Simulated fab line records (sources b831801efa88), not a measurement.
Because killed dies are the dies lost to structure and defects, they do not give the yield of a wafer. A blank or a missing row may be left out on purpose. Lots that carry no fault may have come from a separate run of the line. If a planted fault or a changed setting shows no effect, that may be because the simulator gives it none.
Problem report in the 8D (eight disciplines) form, filled by code || flow gf180mcu || the parts of the form that need people (team, actions taken, sign-off) are left out

1. WHAT WENT WRONG
Wafers without a fault read 280.1 nm, standard deviation 1.1; cd-nm at GF_M2_CD_MEAS_14 reads a mean of 266.5 nm on 6 wafers belonging to 2 lots. Relative to the usual mean, that is a shift of -12 standard deviations.
The step: target cd 280 nm.
Earliest sighting: wafer L661.2 on cd-sem-01 at day 25 20:33. Wafers with a number at this step in the record: 39, from 13 lots. Rule for "out" (also "out of limits"): further than 4 standard deviations from the usual mean. The other wafers with a number count as sound.

2. WHAT IT IS AND WHAT IT IS NOT
{"question": "which readings at this step", "is": "cd-nm", "is not": "-"}
{"question": "which lots", "is": "L660, L661", "is not": "L644, L645, L646, L647, L648, L649, L650, L651, L663, L665, L666"}
{"question": "which wafers of those lots", "is": "all that have a number", "is not": "-"}
{"question": "read on which gauges", "is": "cd-sem-01, cd-sem-02", "is not": "-"}
{"question": "when", "is": "from day 25 20:33", "is not": "up to then (24 sound wafers); but 9 sound wafers of L663, L665, L666 came after"}

3. SUSPECTS, AND WHAT RULES EACH OUT
Counting: any tool at a process step up to the reading is kept as a suspect provided that every lot that is out went through it and no sound lot did after the first of them.
- the gauge at GF_M2_CD_MEAS_14: ruled out. 2 gauges (cd-sem-01, cd-sem-02) read the wafers that are out.
- krf-scanner-01 at GF_M2_EXPOSE_11 (exposes mask Metal2, target cd 280 nm): kept. All lots that are out passed through it, beginning with L661 at day 25 09:38, and no sound lot followed; its final sound lot before that point was L648 at day 20 15:44.
After counting, what remains is krf-scanner-01 at GF_M2_EXPOSE_11.

4. THE CAUSE (what the simulator had put in)
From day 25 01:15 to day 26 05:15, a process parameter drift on krf-scanner-01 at GF_M2_EXPOSE_11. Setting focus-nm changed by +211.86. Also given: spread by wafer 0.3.
This tool alone remained once counting was done.

5. THE CHAIN OF EFFECTS, in route order
Each row: a reading where the mean over the struck wafers with a number is more than 3 standard deviations away from the usual. Scope: only readings with a usual standard deviation given in the record; hours: median across lots of the time from each lot's start at the first step in this table that gives one to its start at this step; sigmas: change in usual standard deviations.
{"hours": 0, "step": "GF_M2_CD_MEAS_14", "reading": "cd-nm", "usual": "280.1 nm", "on struck wafers": 266.5, "change": -13.6, "sigmas": -12}

6. WHAT WOULD HAVE CAUGHT IT SOONER
The first out-of-limits reading at a measuring or inspecting step in this record came at day 25 20:33, 19 hours after the fault's start at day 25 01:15.
All the lots that are out (2) had begun GF_M2_EXPOSE_11 on krf-scanner-01 by day 25 20:33. Holding the tool at that point would not have protected any of them.
